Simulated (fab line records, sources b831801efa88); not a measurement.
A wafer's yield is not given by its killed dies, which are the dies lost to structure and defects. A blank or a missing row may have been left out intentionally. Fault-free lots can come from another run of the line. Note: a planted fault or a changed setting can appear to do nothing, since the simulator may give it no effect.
Chamber matching :: flow gf180mcu :: 4 sister chambers for GF_V3_CMP_26 on cmp-01
The step polishes, stops on SiO2, t overpolish 15 s, target thk 0 nm. 4 wafers are shown with their chamber, then 7 later ones without.

## WAFERS, EACH WITH ITS CHAMBER
wafer: L960.1
chamber: 3
motorCurrentA (A): 10.5

wafer: L964.3
chamber: 2
motorCurrentA (A): 12.0

wafer: L964.4
chamber: 0
motorCurrentA (A): 12.0

wafer: L964.6
chamber: 1
motorCurrentA (A): 9.8

## WAFERS MISSING THEIR CHAMBER
wafer: L970.6
motorCurrentA (A): 11.1

wafer: L977.4
motorCurrentA (A): 10.5

wafer: L977.5
motorCurrentA (A): 11.4

wafer: L977.6
motorCurrentA (A): 11.0

wafer: L979.1
motorCurrentA (A): 11.5

wafer: L979.3
motorCurrentA (A): 11.3

wafer: L979.4
motorCurrentA (A): 9.6

## EACH ONE'S CHAMBER
wafer: L970.6
from the rows above: can't be placed: 3 or 0 or 2 or 1
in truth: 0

wafer: L977.4
from the rows above: can't be placed: 3 or 1
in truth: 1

wafer: L977.5
from the rows above: can't be placed: 0 or 2 or 3
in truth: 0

wafer: L977.6
from the rows above: can't be placed: 3 or 0 or 2 or 1
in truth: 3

wafer: L979.1
from the rows above: can't be placed: 0 or 2 or 3
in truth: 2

wafer: L979.3
from the rows above: can't be placed: 0 or 2 or 3 or 1
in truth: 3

wafer: L979.4
from the rows above: can't be placed: 1 or 3
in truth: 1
Correctly placed: 0 of 7. These rows do not allow placing 7 (true chamber among the candidates in 7). Number placed wrongly: 0.
How it was worked out, from the rows above alone: a wafer's distance from a chamber is the root of the sum, over the readings, of the square of ((its reading less the chamber's mean) divided by the reading's scatter). The wafer belongs to the nearest chamber; if the next one is less than 2 further off, it can't be placed. The mean given for a chamber averages the wafers shown for that chamber. The scatter: root of mean squared gap, hidden wafer to nearest shown wafer, with one shown wafer a chamber.
